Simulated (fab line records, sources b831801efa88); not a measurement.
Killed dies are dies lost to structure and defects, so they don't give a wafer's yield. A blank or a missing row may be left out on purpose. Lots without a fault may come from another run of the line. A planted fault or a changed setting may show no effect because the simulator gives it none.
fab line records | flow gf180mcu
record lots=5 wafers=15 last_day=32
route steps=602 shown HV_LDD@231 NSD@235 PSD@248 SAB@264
lots that met no fault: from a run of the same line without faults
start_h: hours from the record's first day to the start of the lot's first wafer shown | wait_h: hours since the lot's step before | " the same as in the row above | L1.1+2: a row that stands for several wafers | - no value, or no start given | * or withheld: withheld | < > ~ a bound
route shown NAME@n: a module of which the file shows steps, and the number in the route of the first | usual: mean/standard deviation of fault-free wafers | same: alike in all rows | chamber/n: place in a boat | sites: the reading at each site | _std_site: their standard deviation | _edge_site: outer sites' mean less inner sites' | radius_mm: how far each site lies from the wafer's centre | mask NAME#n: copy n | behind: the tool/chamber that last shaped the wafer | hold: why the lot was held/for how many hours/how that ended | device: the transistor (n, p or np) that didn't switch | end of line: the same wafers' tests at the end of the route | a step without rows: its recipe alone | killed: dies lost to structure and defects at the first sort, not the wafer's yield | map: a wafer's dies, x killed, . not, _ none there
set.NAME: the setting as run; set.NAME@STEP: as run at that earlier step | model.NAME: the simulator's own value behind a step, which no gauge read
lots at some steps of the route; a table a step, a row a wafer
services: from which hour (start_h, from the record's first day; less than 0 if before it) a tool's chamber was out of use, for how many hours, and why
## steps
# step GF_HV_LDD_THK_MEAS_55
# recipe reads=SiO2_of_HV_LDD_CVD_54
# usual HV_LDD_CVD_54_THK=9.88/0.15
# columns lot.wafer tool chamber start_h wait_h HV_LDD_CVD_54_THK[nm]
L076.1 film_metro-04 - 287.60 0.0 10.03
L076.3 " - " " 9.94
L076.4 " - " " 10.00
L079.3 film_metro-04 - 313.95 0.0 10.00
L079.4 " - " " 10.19
L079.6 " - " " 9.99
L082.4 film_metro-01 - 338.28 0.0 9.78
L082.5 " - " " 9.66
L082.6 " - " " 9.65
L084.1 film_metro-04 - 357.52 0.0 9.98
L084.2 " - " " 9.80
L084.4 " - " " 9.82
L087.3 film_metro-03 - 380.97 0.0 9.75
L087.5 " - " " 9.89
L087.6 " - " " 9.70
# step GF_HV_LDD_CVD_56
# recipe material=Si3N4 precursor=DCS/NH3 target_thk_nm=90 temp_c=770 time_s=1543 pressure_mtorr=250
# columns lot.wafer tool chamber start_h wait_h
L076.1+3+4 lpcvd-02 1 288.56 1.0
L079.3+4+6 lpcvd-01 1 313.99 0.0
L082.4+5+6 lpcvd-02 1 338.31 0.0
L084.1+2+4 lpcvd-02 0 358.58 1.1
L087.3+5+6 lpcvd-02 0 381.01 0.0
# step GF_HV_LDD_THK_MEAS_57
# recipe reads=Si3N4_of_HV_LDD_CVD_56
# usual HV_LDD_CVD_56_THK=89.5/0.67
# columns lot.wafer tool chamber start_h wait_h HV_LDD_CVD_56_THK[nm]
L076.1 film_metro-01 - 289.99 0.0 89.5
L076.3 " - " " 89.9
L076.4 " - " " 90.8
L079.3 film_metro-04 - 315.43 0.0 88.5
L079.4 " - " " 89.9
L079.6 " - " " 88.7
L082.4 film_metro-01 - 339.77 0.0 88.8
L082.5 " - " " 88.7
L082.6 " - " " 89.0
L084.1 film_metro-04 - 360.01 0.0 89.9
L084.2 " - " " 89.8
L084.4 " - " " 89.9
L087.3 film_metro-01 - 382.46 0.0 88.6
L087.5 " - " " 88.0
L087.6 " - " " 89.3
# step GF_HV_LDD_ETCHBACK_58
# recipe chemistry=CH3F/O2 target=Si3N4 stop_on=SiO2 source_w=400 bias_w=80 pressure_mtorr=25 ch3f_flow_sccm=40 O2_flow_sccm=30 time_s=100 target_depth_a=900
# usual drypump_motor_current_A=5.9/0.37 oes_product_au=0.840/0.0053 throttle_valve_pct=10.562/0.0086
# columns lot.wafer tool chamber start_h wait_h drypump_motor_current_A oes_product_au rf_hours_counter_h throttle_valve_pct
L076.1 rie_diel-02 0 290.05 0.1 6.0 0.838 24 10.562
L076.3 " 2 " " 5.5 0.838 34 10.567
L076.4 " 3 " " 5.7 0.840 122 10.542
L079.3 rie_diel-02 0 315.47 0.0 6.0 0.832 25 10.571
L079.4 " 3 " " 5.7 0.843 123 10.568
L079.6 " 2 " " 5.5 0.842 - 10.561
L082.4 rie_diel-02 0 339.83 0.1 6.0 0.838 - 10.574
L082.5 " 2 " " 5.5 0.833 - 10.556
L082.6 " 1 " " 5.6 0.839 - 10.544
L084.1 rie_diel-01 1 360.07 0.1 5.8 0.850 4 10.548
L084.2 " 2 " " 6.1 0.835 35 10.559
L084.4 " 3 " " 6.7 0.846 3 10.558
L087.3 rie_diel-02 2 382.50 0.0 5.5 0.825 36 10.560
L087.5 " 0 " " 6.0 0.836 - 10.556
L087.6 " 3 " " 5.7 0.836 - 10.561
# step GF_NSD_DEHYDRATE_00
# recipe temp_c=200 time_s=60
# usual chill_plate_temp_C=22.99/0.099
# columns lot.wafer tool chamber start_h wait_h chill_plate_temp_C
L076.1 litho_track-03 0 299.34 9.3 22.94
L076.3 " 0 " " 23.10
L076.4 " 0 " " 23.02
L079.3 litho_track-03 0 324.24 8.7 22.77
L079.4 " 0 " " 22.86
L079.6 " 0 " " 22.90
L082.4 litho_track-03 0 351.66 11.8 23.07
L082.5 " 0 " " 23.09
L082.6 " 0 " " 23.10
L084.1 litho_track-04 0 370.60 10.5 22.96
L084.2 " 0 " " 22.86
L084.4 " 0 " " 23.12
L087.3 litho_track-04 0 393.30 10.8 22.97
L087.5 " 0 " " 23.02
L087.6 " 0 " " 23.10
# step GF_NSD_HMDS_01
# recipe prime_time_s=60 prime_temp_c=120
# usual chill_plate_temp_C=23.02/0.11
# columns lot.wafer tool chamber start_h wait_h chill_plate_temp_C
L076.1 litho_track-03 0 299.49 0.1 23.03
L076.3 " 0 " " 23.10
L076.4 " 0 " " 23.03
L079.3 litho_track-03 0 324.39 0.1 23.10
L079.4 " 0 " " 23.12
L079.6 " 0 " " 23.20
L082.4 litho_track-03 0 351.81 0.1 23.19
L082.5 " 0 " " 23.06
L082.6 " 0 " " 23.17
L084.1 litho_track-04 0 370.75 0.1 23.06
L084.2 " 0 " " 23.04
L084.4 " 0 " " 23.06
L087.3 litho_track-04 0 393.45 0.1 22.91
L087.5 " 0 " " 22.95
L087.6 " 0 " " 22.88
# step GF_NSD_COAT_02
# recipe resist=NOVOLAK spin_rpm=3000 resist_thk_nm=1000
# usual chill_plate_temp_C=23.00/0.11
# columns lot.wafer tool chamber start_h wait_h chill_plate_temp_C
L076.1 litho_track-03 0 299.64 0.1 23.12
L076.3 " 0 " " 23.04
L076.4 " 0 " " 23.15
L079.3 litho_track-03 0 324.54 0.1 22.87
L079.4 " 0 " " 22.93
L079.6 " 0 " " 23.00
L082.4 litho_track-03 0 351.96 0.1 23.02
L082.5 " 0 " " 23.08
L082.6 " 0 " " 23.25
L084.1 litho_track-04 0 370.90 0.1 22.93
L084.2 " 0 " " 23.06
L084.4 " 0 " " 23.06
L087.3 litho_track-04 0 393.60 0.1 23.05
L087.5 " 0 " " 23.16
L087.6 " 0 " " 23.18
# step GF_NSD_SOFTBAKE_03
# recipe temp_c=90 time_s=60 resist=NOVOLAK
# usual chill_plate_temp_C=23.03/0.1
# columns lot.wafer tool chamber start_h wait_h chill_plate_temp_C
L076.1 litho_track-03 0 299.79 0.1 23.08
L076.3 " 0 " " 22.92
L076.4 " 0 " " 22.93
L079.3 litho_track-03 0 324.69 0.1 23.05
L079.4 " 0 " " 23.12
L079.6 " 0 " " 23.08
L082.4 litho_track-03 0 352.11 0.1 23.01
L082.5 " 0 " " 22.89
L082.6 " 0 " " 22.93
L084.1 litho_track-04 0 371.05 0.1 23.12
L084.2 " 0 " " 23.04
L084.4 " 0 " " 22.95
L087.3 litho_track-04 0 393.75 0.1 23.05
L087.5 " 0 " " 22.79
L087.6 " 0 " " 22.91
# step GF_NSD_EXPOSE_04
# recipe mask_id=Nplus target_cd_nm=400 na=0.6 source_shape=conventional sigma_outer=0.6 dose_mj=140
# columns lot.wafer tool chamber start_h wait_h mask
L076.1+3+4 iline_stepper-02 0 - - Nplus#0
L079.3+4+6 iline_stepper-01 0 - - Nplus#0
L082.4+5+6 iline_stepper-02 0 - - Nplus#0
L084.1+2+4 iline_stepper-01 0 - - Nplus#0
L087.3+5+6 iline_stepper-01 0 - - Nplus#0
# step GF_NSD_PEB_05
# recipe temp_c=withheld time_s=* resist=NOVOLAK
# usual chill_plate_temp_C=*
# columns lot.wafer tool chamber start_h wait_h chill_plate_temp_C
L076.1 litho_track-02 0 - - *
L076.3 " 0 " " *
L076.4 " 0 " " *
L079.3 litho_track-03 0 - - *
L079.4 " 0 " " *
L079.6 " 0 " " *
L082.4 litho_track-03 0 - - *
L082.5 " 0 " " *
L082.6 " 0 " " *
L084.1 litho_track-02 0 - - *
L084.2 " 0 " " *
L084.4 " 0 " " *
L087.3 litho_track-04 0 - - *
L087.5 " 0 " " *
L087.6 " 0 " " *
# step GF_NSD_DEVELOP_06
# recipe develop_time_s=60 dev_temp_c=23
# usual chill_plate_temp_C=23.02/0.11 developer_temp_C=23.00/0.095
# columns lot.wafer tool chamber start_h wait_h chill_plate_temp_C developer_temp_C
L076.1 litho_track-02 0 310.22 0.1 23.05 22.98
L076.3 " 0 " " 23.16 22.97
L076.4 " 0 " " 23.04 22.86
L079.3 litho_track-03 0 334.34 0.1 22.83 22.96
L079.4 " 0 " " 22.87 23.10
L079.6 " 0 " " 22.82 22.98
L082.4 litho_track-03 0 361.81 0.1 22.94 22.82
L082.5 " 0 " " 22.97 22.99
L082.6 " 0 " " 23.01 22.98
L084.1 litho_track-02 0 381.52 0.1 23.09 22.87
L084.2 " 0 " " 23.17 23.11
L084.4 " 0 " " 23.15 22.96
L087.3 litho_track-04 0 405.85 0.1 22.91 23.01
L087.5 " 0 " " 23.15 22.90
L087.6 " 0 " " 23.01 23.04
# step GF_NSD_CD_MEAS_07
# recipe target_cd_nm=400
# usual cd_nm=400.3/2.2
# columns lot.wafer tool chamber start_h wait_h cd_nm
L076.1 cd_sem-02 - 310.37 0.1 399.9
L076.3 " - " " 402.2
L076.4 " - " " 400.9
L079.3 cd_sem-02 - 334.48 0.1 401.3
L079.4 " - " " 398.2
L079.6 " - " " 398.4
L082.4 cd_sem-01 - 361.95 0.1 399.4
L082.5 " - " " 398.5
L082.6 " - " " 398.7
L084.1 cd_sem-02 - 381.67 0.1 401.6
L084.2 " - " " 401.1
L084.4 " - " " 401.6
L087.3 cd_sem-02 - 406.11 0.2 401.9
L087.5 " - " " 402.8
L087.6 " - " " 402.0
# step GF_NSD_OVL_MEAS_08
# usual NSD_OVL=0.4/1.6
# columns lot.wafer tool chamber start_h wait_h NSD_OVL[nm]
L076.1 overlay-02 - 310.49 0.1 0.9
L076.3 " - " " 0.2
L076.4 " - " " -0.9
L079.3 overlay-02 - 334.57 0.1 0.6
L079.4 " - " " 2.4
L079.6 " - " " 2.9
L082.4 overlay-02 - 362.03 0.1 -0.7
L082.5 " - " " -1.4
L082.6 " - " " -1.5
L084.1 overlay-01 - 381.79 0.1 0.2
L084.2 " - " " 0.9
L084.4 " - " " 0.1
L087.3 overlay-01 - 406.21 0.1 -1.0
L087.5 " - " " -0.7
L087.6 " - " " -1.3
# step GF_NSD_IMPLANT_09
# recipe species=As energy_kev=60 dose_cm2=4e+15 tilt_deg=7
# usual tilt_deg=6.998/0.018
# columns lot.wafer tool chamber start_h wait_h tilt_deg
L076.1 implanter-03 0 310.53 0.0 6.989
L076.3 " 0 " " 7.012
L076.4 " 0 " " 7.009
L079.3 implanter-04 0 334.64 0.1 7.006
L079.4 " 0 " " 6.981
L079.6 " 0 " " 6.965
L082.4 implanter-03 0 362.12 0.1 7.008
L082.5 " 0 " " 6.991
L082.6 " 0 " " 7.016
L084.1 implanter-02 0 381.83 0.0 7.002
L084.2 " 0 " " 7.006
L084.4 " 0 " " 7.012
L087.3 implanter-04 0 406.28 0.1 6.971
L087.5 " 0 " " 6.995
L087.6 " 0 " " 6.972
# step GF_NSD_IMPLANT_10
# recipe species=P energy_kev=40 dose_cm2=5e+14 tilt_deg=7
# usual tilt_deg=7.001/0.02
# columns lot.wafer tool chamber start_h wait_h tilt_deg
L076.1 implanter-03 0 310.68 0.1 7.013
L076.3 " 0 " " 7.007
L076.4 " 0 " " 6.988
L079.3 implanter-04 0 334.79 0.1 6.987
L079.4 " 0 " " 6.991
L079.6 " 0 " " 6.990
L082.4 implanter-03 0 362.27 0.1 7.022
L082.5 " 0 " " 7.021
L082.6 " 0 " " 7.067
L084.1 implanter-02 0 381.98 0.1 7.008
L084.2 " 0 " " 7.000
L084.4 " 0 " " 6.979
L087.3 implanter-04 0 406.43 0.1 7.024
L087.5 " 0 " " 7.038
L087.6 " 0 " " 7.020
# step GF_NSD_STRIP_11
# recipe chemistry=O2/N2 power_w=1400 pressure_mtorr=1500 platen_temp_c=250 o2_flow_sccm=3000 n2_flow_sccm=300 overash_fraction=0.5
# usual drypump_motor_current_A=5.8/0.42 heater_power_w=320/24 oes_product_au=0.487/0.0041 strip_time_to_endpoint_s=22.96/0.035
# columns lot.wafer tool chamber start_h wait_h drypump_motor_current_A heater_power_w oes_product_au rf_hours_counter_h strip_time_to_endpoint_s
L076.1 plasma_asher-02 0 310.83 0.1 5.7 308 0.484 54 22.96
L076.3 " 0 " " 5.7 307 0.493 - 22.97
L076.4 " 1 " " 5.4 334 0.478 - 22.97
L079.3 plasma_asher-04 0 334.93 0.1 6.4 360 0.490 - 22.97
L079.4 " 1 " " 5.3 300 0.487 - 23.02
L079.6 " 0 " " 6.4 358 0.488 - 22.97
L082.4 plasma_asher-01 0 362.38 0.1 6.2 325 0.483 - 22.99
L082.5 " 0 " " 6.2 325 0.490 - 23.03
L082.6 " 1 " " 5.9 296 0.484 - 22.99
L084.1 plasma_asher-01 1 382.13 0.1 5.9 302 0.486 75 22.94
L084.2 " 0 " " 6.2 322 0.493 75 22.93
L084.4 " 1 " " 5.9 299 0.489 - 22.91
L087.3 plasma_asher-02 1 406.56 0.1 5.4 326 0.488 - 22.95
L087.5 " 1 " " 5.4 334 0.490 - 22.92
L087.6 " 0 " " 5.7 310 0.489 - 22.95
# step GF_NSD_TW_MEAS_12
# usual NSD_TW=4225/30
# columns lot.wafer tool chamber start_h wait_h NSD_TW
L076.1 film_metro-02 - 310.93 0.1 4250
L076.3 " - " " 4261
L076.4 " - " " 4261
L079.3 film_metro-01 - 335.01 0.1 4217
L079.4 " - " " 4218
L079.6 " - " " 4221
L082.4 film_metro-01 - 362.47 0.1 4232
L082.5 " - " " 4232
L082.6 " - " " 4242
L084.1 film_metro-02 - 382.23 0.1 4232
L084.2 " - " " 4229
L084.4 " - " " 4233
L087.3 film_metro-02 - 406.65 0.1 4247
L087.5 " - " " 4236
L087.6 " - " " 4224
# step GF_PSD_DEHYDRATE_00
# recipe temp_c=200 time_s=60
# usual chill_plate_temp_C=22.98/0.12
# columns lot.wafer tool chamber start_h wait_h chill_plate_temp_C
L076.1 litho_track-01 0 320.43 9.5 23.08
L076.3 " 0 " " 23.01
L076.4 " 0 " " 22.95
L079.3 litho_track-01 0 345.68 10.7 23.02
L079.4 " 0 " " 22.89
L079.6 " 0 " " 22.94
L082.4 litho_track-01 0 374.10 11.6 22.94
L082.5 " 0 " " 22.91
L082.6 " 0 " " 22.82
L084.1 litho_track-04 0 392.65 10.4 22.92
L084.2 " 0 " " 22.97
L084.4 " 0 " " 22.85
L087.3 litho_track-01 0 417.63 11.0 23.14
L087.5 " 0 " " 23.08
L087.6 " 0 " " 23.25
# step GF_PSD_HMDS_01
# recipe prime_time_s=60 prime_temp_c=120
# usual chill_plate_temp_C=23.04/0.1
# columns lot.wafer tool chamber start_h wait_h chill_plate_temp_C
L076.1 litho_track-01 0 320.58 0.1 23.00
L076.3 " 0 " " 23.02
L076.4 " 0 " " 22.99
L079.3 litho_track-01 0 345.83 0.1 23.12
L079.4 " 0 " " 23.13
L079.6 " 0 " " 22.83
L082.4 litho_track-01 0 374.25 0.1 22.98
L082.5 " 0 " " 23.20
L082.6 " 0 " " 23.03
L084.1 litho_track-04 0 392.80 0.1 22.91
L084.2 " 0 " " 22.81
L084.4 " 0 " " 22.99
L087.3 litho_track-01 0 417.78 0.1 22.94
L087.5 " 0 " " 23.09
L087.6 " 0 " " 23.08
# step GF_PSD_COAT_02
# recipe resist=NOVOLAK spin_rpm=3000 resist_thk_nm=1000
# usual chill_plate_temp_C=23.01/0.084
# columns lot.wafer tool chamber start_h wait_h chill_plate_temp_C
L076.1 litho_track-01 0 320.73 0.1 23.03
L076.3 " 0 " " 23.05
L076.4 " 0 " " 23.02
L079.3 litho_track-01 0 345.98 0.1 22.95
L079.4 " 0 " " 23.04
L079.6 " 0 " " 22.92
L082.4 litho_track-01 0 374.40 0.1 22.97
L082.5 " 0 " " 22.98
L082.6 " 0 " " 23.05
L084.1 litho_track-04 0 392.95 0.1 22.98
L084.2 " 0 " " 22.94
L084.4 " 0 " " 22.98
L087.3 litho_track-01 0 417.93 0.1 23.12
L087.5 " 0 " " 23.09
L087.6 " 0 " " 23.11
# step GF_PSD_SOFTBAKE_03
# recipe temp_c=90 time_s=60 resist=NOVOLAK
# usual chill_plate_temp_C=22.99/0.11
# columns lot.wafer tool chamber start_h wait_h chill_plate_temp_C
L076.1 litho_track-01 0 320.88 0.1 22.92
L076.3 " 0 " " 22.99
L076.4 " 0 " " 22.97
L079.3 litho_track-01 0 346.13 0.1 23.04
L079.4 " 0 " " 23.07
L079.6 " 0 " " 23.15
L082.4 litho_track-01 0 374.55 0.1 23.21
L082.5 " 0 " " 23.06
L082.6 " 0 " " 23.17
L084.1 litho_track-04 0 393.10 0.1 22.96
L084.2 " 0 " " 23.00
L084.4 " 0 " " 22.89
L087.3 litho_track-01 0 418.08 0.1 23.11
L087.5 " 0 " " 23.27
L087.6 " 0 " " 23.14
# step GF_PSD_EXPOSE_04
# recipe mask_id=Pplus target_cd_nm=400 na=0.6 source_shape=conventional sigma_outer=0.6 dose_mj=140
# columns lot.wafer tool chamber start_h wait_h mask
L076.1+3+4 iline_stepper-01 0 - - Pplus#0
L079.3+4+6 iline_stepper-01 0 - - Pplus#0
L082.4+5+6 iline_stepper-01 0 - - Pplus#0
L084.1+2+4 iline_stepper-01 0 - - Pplus#0
L087.3+5+6 iline_stepper-02 0 - - Pplus#0
# step GF_PSD_PEB_05
# recipe temp_c=withheld time_s=* resist=NOVOLAK
# usual chill_plate_temp_C=*
# columns lot.wafer tool chamber start_h wait_h chill_plate_temp_C
L076.1 litho_track-04 0 - - *
L076.3 " 0 " " *
L076.4 " 0 " " *
L079.3 litho_track-04 0 - - *
L079.4 " 0 " " *
L079.6 " 0 " " *
L082.4 litho_track-01 0 - - *
L082.5 " 0 " " *
L082.6 " 0 " " *
L084.1 litho_track-02 0 - - *
L084.2 " 0 " " *
L084.4 " 0 " " *
L087.3 litho_track-04 0 - - *
L087.5 " 0 " " *
L087.6 " 0 " " *
# step GF_PSD_DEVELOP_06
# recipe develop_time_s=60 dev_temp_c=23.97
# usual chill_plate_temp_C=22.96/0.11 developer_temp_C=23.97/0.12
# columns lot.wafer tool chamber start_h wait_h chill_plate_temp_C developer_temp_C
L076.1 litho_track-04 0 332.50 0.1 22.97 24.00
L076.3 " 0 " " 22.91 24.09
L076.4 " 0 " " 22.94 24.08
L079.3 litho_track-04 0 356.95 0.1 23.05 23.87
L079.4 " 0 " " 23.16 23.96
L079.6 " 0 " " 22.76 23.90
L082.4 litho_track-01 0 384.80 0.1 23.06 24.04
L082.5 " 0 " " 22.86 23.95
L082.6 " 0 " " 23.12 23.88
L084.1 litho_track-02 0 405.02 0.1 22.97 24.02
L084.2 " 0 " " 22.94 23.90
L084.4 " 0 " " 22.99 23.99
L087.3 litho_track-04 0 429.90 0.1 22.84 23.82
L087.5 " 0 " " 23.07 24.05
L087.6 " 0 " " 22.89 23.80
# step GF_PSD_CD_MEAS_07
# recipe target_cd_nm=400
# usual cd_nm=399.4/2.3
# columns lot.wafer tool chamber start_h wait_h cd_nm
L076.1 cd_sem-01 - 332.66 0.1 399.8
L076.3 " - " " 400.4
L076.4 " - " " 403.9
L079.3 cd_sem-01 - 357.09 0.1 402.4
L079.4 " - " " 400.6
L079.6 " - " " 400.8
L082.4 cd_sem-02 - 384.94 0.1 398.0
L082.5 " - " " 398.1
L082.6 " - " " 398.5
L084.1 cd_sem-02 - 405.17 0.1 399.6
L084.2 " - " " 400.4
L084.4 " - " " 399.2
L087.3 cd_sem-02 - 430.04 0.1 398.4
L087.5 " - " " 398.8
L087.6 " - " " 399.8
# step GF_PSD_OVL_MEAS_08
# usual PSD_OVL=-1.0/1.4
# columns lot.wafer tool chamber start_h wait_h PSD_OVL[nm]
L076.1 overlay-01 - 332.78 0.1 1.5
L076.3 " - " " -0.1
L076.4 " - " " 0.3
L079.3 overlay-02 - 357.18 0.1 -0.4
L079.4 " - " " 1.5
L079.6 " - " " 1.0
L082.4 overlay-01 - 385.02 0.1 0.6
L082.5 " - " " 0.1
L082.6 " - " " 0.7
L084.1 overlay-01 - 405.29 0.1 -1.0
L084.2 " - " " -0.8
L084.4 " - " " -2.4
L087.3 overlay-01 - 430.13 0.1 0.9
L087.5 " - " " 0.1
L087.6 " - " " 0.4
# step GF_PSD_IMPLANT_09
# recipe species=BF2 energy_kev=40 dose_cm2=1.5e+15 tilt_deg=7
# usual tilt_deg=6.999/0.017
# columns lot.wafer tool chamber start_h wait_h tilt_deg
L076.1 implanter-02 0 332.82 0.0 7.006
L076.3 " 0 " " 6.981
L076.4 " 0 " " 7.016
L079.3 implanter-02 0 357.44 0.3 6.981
L079.4 " 0 " " 6.999
L079.6 " 0 " " 7.021
L082.4 implanter-03 0 385.11 0.1 6.974
L082.5 " 0 " " 7.004
L082.6 " 0 " " 6.983
L084.1 implanter-01 0 405.33 0.0 6.984
L084.2 " 0 " " 7.031
L084.4 " 0 " " 6.983
L087.3 implanter-01 0 430.20 0.1 7.011
L087.5 " 0 " " 7.003
L087.6 " 0 " " 6.968
# step GF_PSD_STRIP_10
# recipe chemistry=O2/N2 power_w=1400 pressure_mtorr=1500 platen_temp_c=250 o2_flow_sccm=3000 n2_flow_sccm=300 overash_fraction=0.5
# usual drypump_motor_current_A=5.8/0.44 heater_power_w=317/32 oes_product_au=0.592/0.0049 strip_time_to_endpoint_s=16.52/0.037
# columns lot.wafer tool chamber start_h wait_h drypump_motor_current_A heater_power_w oes_product_au rf_hours_counter_h strip_time_to_endpoint_s
L076.1 plasma_asher-02 0 332.97 0.1 5.7 309 0.581 56 16.59
L076.3 " 1 " " 5.3 335 0.592 - 16.59
L076.4 " 0 " " 5.7 305 0.595 - 16.54
L079.3 plasma_asher-02 1 357.57 0.1 5.4 339 0.589 - 16.54
L079.4 " 0 " " 5.7 299 0.593 - 16.52
L079.6 " 0 " " 5.7 307 0.591 - 16.52
L082.4 plasma_asher-02 1 385.22 0.1 5.4 326 0.593 - 16.51
L082.5 " 0 " " 5.7 312 0.594 - 16.54
L082.6 " 1 " " 5.4 332 0.585 - 16.52
L084.1 plasma_asher-02 1 405.48 0.1 5.4 333 0.592 64 16.51
L084.2 " 0 " " 5.7 310 0.597 64 16.57
L084.4 " 1 " " 5.4 337 0.591 - 16.54
L087.3 plasma_asher-04 1 430.34 0.1 5.3 293 0.586 - 16.47
L087.5 " 1 " " 5.3 288 0.596 - 16.47
L087.6 " 0 " " 6.4 367 0.591 - 16.47
# step GF_PSD_TW_MEAS_11
# usual PSD_TW=3160/21
# columns lot.wafer tool chamber start_h wait_h PSD_TW
L076.1 film_metro-01 - 333.07 0.1 3158
L076.3 " - " " 3155
L076.4 " - " " 3171
L079.3 film_metro-01 - 357.66 0.1 3185
L079.4 " - " " 3188
L079.6 " - " " 3177
L082.4 film_metro-02 - 385.31 0.1 3186
L082.5 " - " " 3185
L082.6 " - " " 3194
L084.1 film_metro-01 - 405.58 0.1 3129
L084.2 " - " " 3132
L084.4 " - " " 3117
L087.3 film_metro-03 - 430.42 0.1 3155
L087.5 " - " " 3163
L087.6 " - " " 3156
# step GF_PSD_CLEAN_12
# recipe chemistry=SC1/SC2 mix=1:4:20 temp_c=70 time_s=150 dry=n2_spin
# columns lot.wafer tool chamber start_h wait_h
L076.1+3+4 wet_bench-02 3 333.13 0.1
L079.3+4+6 wet_bench-01 1 357.70 0.0
L082.4+5+6 wet_bench-03 0 385.34 0.0
L084.1+2+4 wet_bench-02 1 405.64 0.1
L087.3+5+6 wet_bench-02 1 430.46 0.0
# step GF_PSD_RTA_13
# recipe temp_c=1025 time_s=20 ambient=N2
# usual lamp_power_pct=36.2/2.2 wafer_temp_C_max=1031.1/1.3
# columns lot.wafer tool chamber start_h wait_h lamp_power_pct wafer_temp_C_max
L076.1 rtp_anneal-01 0 333.18 0.0 34.5 1031.8
L076.3 " 0 " " 34.5 1033.5
L076.4 " 0 " " 34.5 1032.1
L079.3 rtp_anneal-01 0 357.78 0.0 34.5 1031.0
L079.4 " 0 " " 34.5 1030.6
L079.6 " 0 " " 34.5 1030.0
L082.4 rtp_anneal-02 0 385.43 0.0 39.1 1031.7
L082.5 " 0 " " 39.1 1033.8
L082.6 " 0 " " 39.1 1033.5
L084.1 rtp_anneal-01 0 405.69 0.0 34.5 1029.2
L084.2 " 0 " " 34.4 1032.3
L084.4 " 0 " " 34.5 1030.3
L087.3 rtp_anneal-02 0 430.54 0.0 39.1 1031.8
L087.5 " 0 " " 39.1 1030.9
L087.6 " 0 " " 39.1 1031.8
# step GF_PSD_RS_MEAS_14
# recipe thk_meas_gauge=four-point-probe
# usual NSD_RS=46.12/0.085
# columns lot.wafer tool chamber start_h wait_h NSD_RS[ohm/sq]
L076.1 film_metro-03 - 333.26 0.1 46.14
L076.3 " - " " 46.01
L076.4 " - " " 46.01
L079.3 film_metro-03 - 357.87 0.1 46.13
L079.4 " - " " 46.03
L079.6 " - " " 45.93
L082.4 film_metro-01 - 385.54 0.1 46.09
L082.5 " - " " 46.15
L082.6 " - " " 46.20
L084.1 film_metro-03 - 405.77 0.1 46.16
L084.2 " - " " 46.10
L084.4 " - " " 46.17
L087.3 film_metro-01 - 430.64 0.1 46.05
L087.5 " - " " 46.04
L087.6 " - " " 46.15
# step GF_PSD_RS_MEAS_15
# recipe thk_meas_gauge=four-point-probe
# usual PSD_RS=108.56/0.26
# columns lot.wafer tool chamber start_h wait_h PSD_RS[ohm/sq]
L076.1 film_metro-03 - 333.38 0.1 108.80
L076.3 " - " " 108.27
L076.4 " - " " 108.13
L079.3 film_metro-03 - 357.99 0.1 107.91
L079.4 " - " " 108.08
L079.6 " - " " 108.22
L082.4 film_metro-01 - 385.66 0.1 108.70
L082.5 " - " " 108.49
L082.6 " - " " 108.71
L084.1 film_metro-03 - 405.89 0.1 108.33
L084.2 " - " " 108.54
L084.4 " - " " 108.42
L087.3 film_metro-01 - 430.76 0.1 108.44
L087.5 " - " " 108.23
L087.6 " - " " 108.41
# step GF_SAB_CVD_00
# recipe material=SiO2 target_thk_nm=50 precursor=TEOS temp_c=400 time_s=4.9302 rf_w=600
# usual heater_power_outer_w=378/50 heater_power_w=662/67
# columns lot.wafer tool chamber start_h wait_h heater_power_outer_w heater_power_w
L076.1 pecvd-03 2 333.50 0.1 405 689
L076.3 " 0 " " 386 649
L076.4 " 1 " " 325 647
L079.3 pecvd-01 2 358.07 0.1 430 812
L079.4 " 0 " " 465 752
L079.6 " 1 " " 382 646
L082.4 pecvd-04 2 385.73 0.0 329 621
L082.5 " 1 " " 460 699
L082.6 " 0 " " 321 553
L084.1 pecvd-01 0 406.01 0.1 436 726
L084.2 " 2 " " 343 689
L084.4 " 2 " " 345 701
L087.3 pecvd-03 0 430.84 0.1 357 598
L087.5 " 0 " " 358 618
L087.6 " 2 " " 374 641
# step GF_SAB_THK_MEAS_01
# recipe reads=SiO2_of_SAB_CVD_00
# usual SAB_CVD_00_THK=50.1/0.68
# columns lot.wafer tool chamber start_h wait_h SAB_CVD_00_THK[nm]
L076.1 film_metro-03 - 333.52 0.0 49.5
L076.3 " - " " 49.5
L076.4 " - " " 51.1
L079.3 film_metro-02 - 358.11 0.0 49.8
L079.4 " - " " 48.6
L079.6 " - " " 49.7
L082.4 film_metro-03 - 385.77 0.0 50.1
L082.5 " - " " 50.7
L082.6 " - " " 51.1
L084.1 film_metro-04 - 406.03 0.0 49.4
L084.2 " - " " 50.5
L084.4 " - " " 51.1
L087.3 film_metro-04 - 430.92 0.1 50.3
L087.5 " - " " 51.0
L087.6 " - " " 50.6
# step GF_SAB_DEHYDRATE_02
# recipe temp_c=200 time_s=60
# usual chill_plate_temp_C=23.02/0.13
# columns lot.wafer tool chamber start_h wait_h chill_plate_temp_C
L076.1 litho_track-03 0 343.34 9.8 23.09
L076.3 " 0 " " 23.12
L076.4 " 0 " " 23.15
L079.3 litho_track-01 0 368.43 10.3 23.24
L079.4 " 0 " " 23.13
L079.6 " 0 " " 23.08
L082.4 litho_track-03 0 397.46 11.7 23.03
L082.5 " 0 " " 23.21
L082.6 " 0 " " 23.02
L084.1 litho_track-01 0 416.98 10.9 22.88
L084.2 " 0 " " 23.01
L084.4 " 0 " " 22.73
L087.3 litho_track-01 0 441.83 10.9 22.93
L087.5 " 0 " " 23.00
L087.6 " 0 " " 22.75
## services
# columns tool chamber start_h hours kind
implanter-03 - 265.77 4.4 repair
implanter-03 - 270.14 4.7 pm
rie_diel-02 2 270.21 7.9 repair
rie_diel-02 3 282.07 7.6 repair
implanter-02 - 291.86 1.3 repair
plasma_asher-02 - 295.56 2.8 pm
iline_stepper-02 - 304.38 28.9 pm
implanter-04 - 309.30 3.7 repair
iline_stepper-01 - 311.40 4.4 repair
iline_stepper-01 - 312.52 7.9 repair
implanter-02 - 318.03 5.2 pm
implanter-03 - 324.18 9.1 repair
iline_stepper-01 - 333.27 1.7 pm
implanter-02 - 353.47 3.8 pm
implanter-04 - 355.30 17.7 repair
rie_diel-02 0 360.60 17.9 repair
rie_diel-02 3 369.13 5.3 repair
rie_diel-02 - 374.97 2.8 pm
rie_diel-02 1 378.33 4.1 repair
rie_diel-02 2 401.65 1.5 repair
implanter-03 - 402.95 113.0 pm
iline_stepper-01 - 413.81 2.1 pm
lpcvd-02 - 419.39 1.6 repair
implanter-04 - 437.94 8.4 pm
## key
fault none
